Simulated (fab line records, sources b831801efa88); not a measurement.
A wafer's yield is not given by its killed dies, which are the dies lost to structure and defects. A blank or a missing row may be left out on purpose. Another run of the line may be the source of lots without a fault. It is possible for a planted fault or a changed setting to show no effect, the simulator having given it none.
fab line records	flow sky130
record lots=5	wafers=15	lastDay=47
route steps=708 shown POLY_CUT@312 SD_P@320 PAD_OPEN@708
lots with no fault: from the same line, run without faults
startH: the number of hours between the record's first day and the start of the first shown wafer of the lot	waitH: hours since the lot's step before	" same as the row above	L1.1+2: a row that stands for several wafers	- no value, or no start given	* or withheld: withheld	< > ~ a bound
route shown NAME@n: a module of which the file shows steps, and the number in the route of the first	usual: mean/standard deviation of fault-free wafers	same: alike in all rows	chamber/n: place in a boat	sites: each site's reading	_std_site: the standard deviation of these	_edge_site: mean of outer sites minus mean of inner sites	radiusMm: how far each site lies from the wafer's centre	mask NAME#n: copy n	behind: the last tool/chamber to shape the wafer	hold: reason for holding the lot/hours on hold/outcome of the hold	device: which transistor (n, p or np) failed to switch	end of line: the same wafers' tests at the end of the route	a step with no rows: only its recipe	killed: dies lost to structure and defects at the first sort, not the wafer's yield	map: the dies of a wafer, with x for killed, . for not killed, _ for no die there
set.NAME: the setting as run; set.NAME@STEP: as run at that earlier step	model.NAME: the simulator's own value behind a step, which no gauge read
lots seen at some steps along the route; tables by step, rows by wafer
services: a tool's chamber out of use, with start hour (startH, from the record's first day; less than 0 if before it), hours out, and reason
## steps
# step SKY_POLY_CUT_EXPOSE_05
# recipe maskId=NPCM	na=0.8	sourceShape=annular	sigmaInner=0.55	sigmaOuter=0.85	targetCdNm=270	doseMj=32
# step SKY_POLY_CUT_PEB_06
# recipe pebTempC=withheld	pebTimeS=withheld	resist=KrF-thick
# step SKY_POLY_CUT_DEVELOP_07
# recipe developTimeS=60	resist=KrF-thick	devTempC=21
# step SKY_POLY_CUT_CD_MEAS_08
# recipe targetCdNm=270
# usual cdNm=270.1/1.4
lot.wafer	tool	chamber	startH	waitH	cdNm
L591.4	cdSem-01	-	585.90	-	270.5
L591.5	"	-	"	"	269.8
L591.6	"	-	"	"	270.3
L592.1	cdSem-02	-	594.44	-	270.4
L592.3	"	-	"	"	270.2
L592.4	"	-	"	"	270.1
L593.2	cdSem-02	-	599.96	-	269.6
L593.4	"	-	"	"	269.6
L593.5	"	-	"	"	268.7
L596.1	cdSem-01	-	631.19	-	270.3
L596.2	"	-	"	"	270.0
L596.6	"	-	"	"	271.2
L599.1	cdSem-01	-	652.74	-	272.3
L599.2	"	-	"	"	272.3
L599.5	"	-	"	"	270.7
# step SKY_POLY_CUT_OVL_MEAS_09
# usual POLY_CUT_OVL=0/5.6
lot.wafer	tool	chamber	startH	waitH	POLY_CUT_OVL[nm]
L591.4	overlay-02	-	585.98	0.1	1
L591.5	"	-	"	"	0
L591.6	"	-	"	"	5
L592.1	overlay-01	-	594.56	0.1	10
L592.3	"	-	"	"	2
L592.4	"	-	"	"	9
L593.2	overlay-01	-	600.07	0.1	-2
L593.4	"	-	"	"	-7
L593.5	"	-	"	"	-4
L596.1	overlay-02	-	631.31	0.1	5
L596.2	"	-	"	"	2
L596.6	"	-	"	"	6
L599.1	overlay-02	-	652.86	0.1	3
L599.2	"	-	"	"	0
L599.5	"	-	"	"	-9
# step SKY_POLY_CUT_ETCH_10
# recipe chemistry=N2/H2	target=BARC	ionEnergyEv=200	sourceW=500	biasW=100	pressureMtorr=30	n2FlowSccm=100	h2FlowSccm=200	stopOn=SiO2	timeS=45.9	targetDepthA=600
# usual drypumpMotorCurrentA=5.5/0.46	oesProductAu=0.853/0.0048	throttleValvePct=13.224/0.0086
lot.wafer	tool	chamber	startH	waitH	drypumpMotorCurrentA	oesProductAu	rfHoursCounterH	throttleValvePct
L591.4	rieDiel-04	0	586.02	0.0	5.1	0.852	-	13.218
L591.5	"	1	"	"	4.8	0.850	-	13.227
L591.6	"	3	"	"	6.2	0.843	-	13.228
L592.1	rieDiel-02	1	594.60	0.0	6.0	0.856	7	13.226
L592.3	"	2	"	"	6.2	0.851	31	13.229
L592.4	"	0	"	"	5.5	0.849	0	13.229
L593.2	rieDiel-04	0	600.10	0.0	5.1	0.842	11	13.217
L593.4	"	3	"	"	6.2	0.851	7	13.222
L593.5	"	3	"	"	6.2	0.852	-	13.226
L596.1	rieDiel-04	0	631.35	0.0	5.1	0.858	11	13.233
L596.2	"	3	"	"	6.2	0.852	8	13.219
L596.6	"	1	"	"	4.8	0.856	-	13.227
L599.1	rieDiel-04	2	652.90	0.0	5.4	0.858	3	13.226
L599.2	"	1	"	"	4.8	0.854	8	13.230
L599.5	"	3	"	"	6.2	0.852	-	13.225
# step SKY_POLY_CUT_ETCH_11
# recipe target=Si3N4	chemistry=CF4/CH2F2/Ar	stopOn=poly-Si	sourceW=600	biasW=150	pressureMtorr=40	cf4FlowSccm=40	ch2f2FlowSccm=20	Ar_flow_sccm=150	timeS=42.5	targetDepthA=600
# usual ch2f2FlowSccm=20.00/0.06	drypumpMotorCurrentA=5.5/0.47	oesProductAu=0.831/0.0055	throttleValvePct=14.995/0.0093
lot.wafer	tool	chamber	startH	waitH	ch2f2FlowSccm	drypumpMotorCurrentA	oesProductAu	rfHoursCounterH	throttleValvePct
L591.4	rieDiel-04	0	586.06	0.0	20.05	5.1	0.834	-	15.001
L591.5	"	1	"	"	19.94	4.8	0.829	-	15.001
L591.6	"	3	"	"	20.04	6.2	0.831	-	14.991
L592.1	rieDiel-02	1	594.64	0.0	20.04	6.0	0.836	7	14.998
L592.3	"	2	"	"	19.89	6.2	0.826	31	14.990
L592.4	"	0	"	"	20.01	5.5	0.834	0	14.992
L593.2	rieDiel-04	0	600.14	0.0	19.98	5.1	0.833	11	15.004
L593.4	"	3	"	"	20.04	6.2	0.825	7	15.002
L593.5	"	3	"	"	20.05	6.2	0.829	-	14.997
L596.1	rieDiel-04	0	631.39	0.0	20.00	5.1	0.835	11	14.996
L596.2	"	3	"	"	20.09	6.2	0.834	8	14.990
L596.6	"	1	"	"	19.97	4.8	0.836	-	14.990
L599.1	rieDiel-04	2	652.94	0.0	19.96	5.4	0.831	3	14.990
L599.2	"	1	"	"	19.97	4.8	0.825	8	14.998
L599.5	"	3	"	"	20.05	6.2	0.825	-	14.997
# step SKY_POLY_CUT_STRIP_12
# recipe chemistry=O2/N2	powerW=1400	pressureMtorr=1500	platenTempC=withheld	o2FlowSccm=3000	n2FlowSccm=300	overashFraction=0.5
# usual drypumpMotorCurrentA=5.4/0.54	oesProductAu=0.452/0.0044	stripTimeToEndpointS=5.351/0.016
lot.wafer	tool	chamber	startH	waitH	drypumpMotorCurrentA	oesProductAu	rfHoursCounterH	stripTimeToEndpointS
L591.4	plasmaAsher-03	1	586.12	0.0	4.7	0.445	-	5.345
L591.5	"	1	"	"	4.7	0.455	-	5.342
L591.6	"	0	"	"	5.7	0.451	-	5.329
L592.1	plasmaAsher-04	0	594.68	0.0	6.3	0.459	73	5.390
L592.3	"	1	"	"	5.4	0.452	-	5.341
L592.4	"	0	"	"	6.4	0.453	-	5.373
L593.2	plasmaAsher-04	0	600.18	0.0	6.4	0.458	74	5.361
L593.4	"	1	"	"	5.4	0.456	-	5.368
L593.5	"	0	"	"	6.3	0.445	-	5.357
L596.1	plasmaAsher-01	1	631.43	0.0	5.5	0.444	20	5.330
L596.2	"	0	"	"	5.0	0.442	20	5.342
L596.6	"	1	"	"	5.5	0.449	-	5.349
L599.1	plasmaAsher-03	1	652.98	0.0	4.7	0.451	53	5.363
L599.2	"	0	"	"	5.7	0.456	53	5.335
L599.5	"	0	"	"	5.7	0.458	-	5.357
# step SKY_SD_P_DEHYDRATE_00
# recipe tempC=200	timeS=60
# step SKY_SD_P_HMDS_01
# recipe primeTimeS=60	primeTempC=120
# step SKY_SD_P_COAT_02
# recipe resist=NOVOLAK	spinRpm=3000	resistThkNm=1140
# step SKY_SD_P_SOFTBAKE_03
# recipe tempC=90	timeS=60	resist=NOVOLAK
# step SKY_SD_P_EXPOSE_04
# recipe maskId=PSDM	na=0.6	sourceShape=conventional	sigmaOuter=0.6	polarization=unpolarized	targetCdNm=380	doseMj=138
lot.wafer	tool	chamber	startH	waitH	mask
L591.4+5+6	ilineStepper-02	0	600.79	-	PSDM#0
L592.1+3+4	ilineStepper-02	0	609.36	-	PSDM#0
L593.2+4+5	ilineStepper-02	0	615.16	-	NSDM#0
L596.1+2+6	ilineStepper-01	0	645.69	-	PSDM#0
L599.1+2+5	ilineStepper-02	0	667.44	-	PSDM#0
# step SKY_SD_P_PEB_05
# recipe tempC=withheld	timeS=*	resist=NOVOLAK
# step SKY_SD_P_DEVELOP_06
# recipe resist=NOVOLAK	developer=TMAH	developTimeS=60	devTempC=23
# step SKY_SD_P_CD_MEAS_07
# recipe targetCdNm=380
# usual cdNm=380.7/2.5
lot.wafer	tool	chamber	startH	waitH	cdNm
L591.4	cdSem-01	-	615.37	0.1	381.3
L591.5	"	-	"	"	383.9
L591.6	"	-	"	"	382.3
L592.1	cdSem-01	-	623.79	0.1	376.5
L592.3	"	-	"	"	376.5
L592.4	"	-	"	"	379.0
L593.2	cdSem-02	-	629.13	0.1	-
L593.4	"	-	"	"	-
L593.5	"	-	"	"	-
L596.1	cdSem-02	-	659.11	0.1	382.7
L596.2	"	-	"	"	379.6
L596.6	"	-	"	"	381.5
L599.1	cdSem-02	-	680.96	0.1	378.4
L599.2	"	-	"	"	381.1
L599.5	"	-	"	"	382.2
# step SKY_SD_P_OVL_MEAS_08
# usual SD_P_OVL=0.8/1.2
lot.wafer	tool	chamber	startH	waitH	SD_P_OVL[nm]
L591.4	overlay-01	-	615.45	0.1	-0.1
L591.5	"	-	"	"	2.2
L591.6	"	-	"	"	0.2
L592.1	overlay-02	-	623.91	0.1	1.1
L592.3	"	-	"	"	0.3
L592.4	"	-	"	"	1.8
L593.2	overlay-02	-	629.24	0.1	-
L593.4	"	-	"	"	-
L593.5	"	-	"	"	-
L596.1	overlay-01	-	659.23	0.1	-0.9
L596.2	"	-	"	"	-0.2
L596.6	"	-	"	"	-1.6
L599.1	overlay-01	-	681.08	0.1	2.2
L599.2	"	-	"	"	2.1
L599.5	"	-	"	"	2.6
# step SKY_SD_P_IMPLANT_09
# recipe species=BF2	energyKev=20	doseCm2=2.929e+15	tiltDeg=0
# step SKY_SD_P_STRIP_10
# recipe chemistry=O2/N2	powerW=1400	pressureMtorr=1500	platenTempC=withheld	o2FlowSccm=3000	n2FlowSccm=300	overashFraction=0.5
# usual drypumpMotorCurrentA=5.4/0.5	oesProductAu=0.618/0.0049	stripTimeToEndpointS=17.45/0.037
lot.wafer	tool	chamber	startH	waitH	drypumpMotorCurrentA	oesProductAu	rfHoursCounterH	stripTimeToEndpointS
L591.4	plasmaAsher-02	1	615.65	0.1	5.8	0.612	-	17.44
L591.5	"	0	"	"	6.2	0.621	-	17.40
L591.6	"	1	"	"	5.8	0.622	-	17.45
L592.1	plasmaAsher-02	0	624.10	0.1	6.2	0.614	96	17.48
L592.3	"	1	"	"	5.8	0.626	-	17.44
L592.4	"	0	"	"	6.2	0.623	-	17.47
L593.2	plasmaAsher-01	0	629.42	0.1	5.0	0.618	19	17.45
L593.4	"	1	"	"	5.5	0.619	-	17.42
L593.5	"	1	"	"	5.5	0.619	-	17.40
L596.1	plasmaAsher-01	0	659.42	0.1	5.0	0.610	23	17.50
L596.2	"	1	"	"	5.5	0.617	23	17.55
L596.6	"	0	"	"	5.0	0.620	-	17.46
L599.1	plasmaAsher-03	1	681.27	0.1	4.7	0.620	56	17.43
L599.2	"	0	"	"	5.7	0.613	56	17.46
L599.5	"	1	"	"	4.7	0.623	-	17.43
# step SKY_SD_P_TW_MEAS_11
# usual SD_P_TW=2834/33
lot.wafer	tool	chamber	startH	waitH	hold	SD_P_TW
L591.4	filmMetro-01	-	615.75	0.1	-	2804
L591.5	"	-	"	"	-	2814
L591.6	"	-	"	"	-	2801
L592.1	filmMetro-01	-	624.20	0.1	-	2781
L592.3	"	-	"	"	-	2798
L592.4	"	-	"	"	-	2800
L593.2	filmMetro-02	-	629.53	0.1	awaitDispo/0.2h/release	31
L593.4	"	-	"	"	awaitDispo/0.2h/release	31
L593.5	"	-	"	"	awaitDispo/0.2h/release	31
L593.2	filmMetro-02	-	629.75	0.2	-	31
L593.4	"	-	"	"	-	31
L593.5	"	-	"	"	-	31
L596.1	filmMetro-04	-	659.52	0.1	-	2829
L596.2	"	-	"	"	-	2832
L596.6	"	-	"	"	-	2821
L599.1	filmMetro-02	-	681.37	0.1	-	2891
L599.2	"	-	"	"	-	2896
L599.5	"	-	"	"	-	2895
# step SKY_PAD_OPEN_PROBE_99
# usual defectLimitedYield=82.6/1.9	killed_at_M0_to_M3=43/6.9	killed_at_M4_up=3.2/2	killedAtContacts=25/5.1	killedAtFrontEnd=15/4.5	killedAtOther=0.2/0.51	killedDies=85/9.5	killedOpen=48/6.9	killedShort=38/6.7	sort_bin_3_pad_short=0.8/0.4	sort_bin_5_function=10.2/1.6	sort_bin_6_memory=6.4/1.1	sortNPass=407/9.5	sortYieldPct=82.6/1.9
# same grossDies=492	killedAtBackSide=0	sort_bin_4_leakage[%]=0	sort_bin_8_speed[%]=0
lot.wafer	tool	chamber	startH	waitH	defectLimitedYield[%]	killed_at_M0_to_M3	killed_at_M4_up	killedAtContacts	killedAtFrontEnd	killedAtOther	killedDies	killedOpen	killedShort	sort_bin_3_pad_short[%]	sort_bin_5_function[%]	sort_bin_6_memory[%]	sortNPass	sortYieldPct[%]
L591.4	prober-01	-	1094.10	0.2	85.4	35	4	22	11	0	72	38	34	0.4	8.9	5.3	420	85.4
L591.5	prober-01	-	1094.15	0.2	81.3	50	5	25	12	0	92	42	50	0.8	8.9	8.9	400	81.3
L591.6	prober-01	-	1094.20	0.2	80.7	44	2	28	20	1	95	49	46	0.8	11.8	6.7	397	80.7
L592.1	prober-02	-	1100.28	0.1	83.7	44	1	24	11	0	80	52	28	0.2	9.1	6.9	412	83.7
L592.3	prober-02	-	1100.38	0.2	85.8	40	5	19	6	0	70	37	33	1.0	7.3	5.9	422	85.8
L592.4	prober-02	-	1100.43	0.2	83.7	45	2	15	17	1	80	45	35	0.4	11.0	4.9	412	83.7
L596.1	prober-02	-	1124.05	0.1	82.9	48	0	26	10	0	84	54	30	0.2	10.6	6.3	408	82.9
L596.2	prober-02	-	1124.10	0.1	81.5	48	5	20	18	0	91	53	38	0.6	10.6	7.3	401	81.5
L596.6	prober-02	-	1124.30	0.2	84.8	44	5	17	9	0	75	49	26	1.0	8.1	6.1	417	84.8
L599.1	prober-01	-	1139.34	0.1	79.3	50	3	29	20	0	102	62	40	0.4	12.2	8.1	390	79.3
L599.2	prober-01	-	1139.39	0.1	80.9	45	9	18	22	0	94	48	46	0.4	12.4	6.3	398	80.9
L599.5	prober-01	-	1139.54	0.2	75.8	60	4	33	22	0	119	71	48	1.6	14.2	8.3	373	75.8
# killed by level:class
L591.4 LI_CONTACT:geometricParticle:open=8 VIA1:geometricParticle:open=7 CONTACT:geometricParticle:open=5 VIA2:geometricParticle:open=5 POLY_GATE:geometricParticle:open=4 CONTACT:geometricParticle:short=4 METAL3:geometricParticle:short=4 VIA1:geometricParticle:short=4
L591.5 METAL1:geometricParticle:short=10 VIA2:geometricParticle:open=9 CONTACT:geometricParticle:open=8 VIA1:geometricParticle:open=8 LOCAL_INTERCONNECT:geometricParticle:short=7 VIA3:geometricParticle:open=5 LI_CONTACT:geometricParticle:open=5 VIA3:geometricParticle:short=5
L591.6 VIA1:geometricParticle:open=12 CONTACT:geometricParticle:open=11 LI_CONTACT:geometricParticle:open=8 METAL1:geometricParticle:short=7 METAL2:geometricParticle:short=7 POLY_GATE:geometricParticle:short=6 LI_CONTACT:geometricParticle:short=6 FIELD_ISO:geometricParticle:short=4
L592.1 VIA1:geometricParticle:open=11 VIA3:geometricParticle:open=11 LI_CONTACT:geometricParticle:open=9 METAL1:geometricParticle:short=7 CONTACT:geometricParticle:open=6 FIELD_ISO:geometricParticle:open=5 VIA2:geometricParticle:open=5 VIA1:geometricParticle:short=5
L592.3 METAL2:geometricParticle:short=7 VIA3:geometricParticle:open=7 CONTACT:geometricParticle:short=6 VIA1:geometricParticle:open=6 VIA2:geometricParticle:open=6 LI_CONTACT:geometricParticle:open=5 METAL1:geometricParticle:short=5 CONTACT:geometricParticle:open=4
L592.4 VIA1:geometricParticle:open=10 FIELD_ISO:geometricParticle:open=8 LI_CONTACT:geometricParticle:open=8 VIA3:geometricParticle:open=8 VIA1:geometricParticle:short=7 METAL2:geometricParticle:short=6 FIELD_ISO:geometricParticle:short=4 METAL1:geometricParticle:short=4
L596.1 CONTACT:geometricParticle:open=11 VIA3:geometricParticle:open=11 VIA1:geometricParticle:open=10 LI_CONTACT:geometricParticle:open=7 VIA2:geometricParticle:open=6 METAL1:geometricParticle:short=5 FIELD_ISO:geometricParticle:short=4 METAL2:geometricParticle:short=3
L596.2 VIA3:geometricParticle:open=11 VIA1:geometricParticle:open=10 LI_CONTACT:geometricParticle:open=7 POLY_GATE:geometricParticle:short=6 VIA1:geometricParticle:short=6 METAL2:geometricParticle:short=5 CONTACT:geometricParticle:open=5 METAL1:geometricParticle:short=5
L596.6 VIA1:geometricParticle:open=14 LI_CONTACT:geometricParticle:open=6 METAL2:geometricParticle:short=6 SPACER:geometricParticle:open=5 CONTACT:geometricParticle:open=5 METAL2:geometricParticle:open=5 VIA2:geometricParticle:open=5 VIA3:geometricParticle:open=4
L599.1 VIA1:geometricParticle:open=15 LI_CONTACT:geometricParticle:open=10 CONTACT:geometricParticle:open=8 METAL2:geometricParticle:short=8 VIA2:geometricParticle:open=8 FIELD_ISO:geometricParticle:open=6 POLY_GATE:geometricParticle:short=6 LOCAL_INTERCONNECT:geometricParticle:short=5
L599.2 VIA2:geometricParticle:open=8 METAL2:geometricParticle:short=8 VIA1:geometricParticle:open=8 FIELD_ISO:geometricParticle:short=7 POLY_GATE:geometricParticle:open=7 METAL4:geometricParticle:short=7 VIA3:geometricParticle:open=6 CONTACT:geometricParticle:open=6
L599.5 CONTACT:geometricParticle:open=15 VIA1:geometricParticle:open=13 VIA2:geometricParticle:open=11 LI_CONTACT:geometricParticle:open=7 VIA1:geometricParticle:short=7 VIA3:geometricParticle:short=7 FIELD_ISO:geometricParticle:open=6 METAL3:geometricParticle:short=6
## services
tool	chamber	startH	hours	kind
rieDiel-04	2	583.88	6.3	repair
rieDiel-02	-	602.89	5.8	repair
rieDiel-04	1	609.03	9.3	repair
ilineStepper-02	-	625.45	1.7	pm
ilineStepper-01	-	632.63	1.7	pm
rieDiel-02	0	636.22	23.4	repair
plasmaAsher-03	-	647.33	4.4	repair
plasmaAsher-04	-	650.03	8.3	repair
plasmaAsher-03	-	660.19	2.8	pm
rieDiel-04	1	670.63	4.6	repair
ilineStepper-01	-	674.32	2.1	pm
ilineStepper-01	-	676.40	-	consumableReplace:lamp
plasmaAsher-02	-	680.79	1.9	repair
## key
firstSign step=SKY_SD_P_EXPOSE_04	reading=mask	direction=changed
effect step=SKY_SD_P_CD_MEAS_07	reading=cdNm	direction=missing
effect step=SKY_SD_P_OVL_MEAS_08	reading=SD_P_OVL	direction=missing
effect step=SKY_SD_P_TW_MEAS_11	reading=visit	direction=added
effect step=SKY_SD_P_TW_MEAS_11	reading=SD_P_TW	direction=down	sigmas=84	usual=2834	struck=31
metAt SKY_SD_P_EXPOSE_04
struckWafers L593.2,L593.4,L593.5
scrappedBehind SKY_SD_P_TW_MEAS_11 L593.2,L593.4,L593.5
onsetBetween 609.36 615.16
fault kind=wrongMask	tool=any	chamber=-	onsetH=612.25	steps=SKY_SD_P_EXPOSE_04	auxCopy=NSDM#0	scope=struckLotsOnly
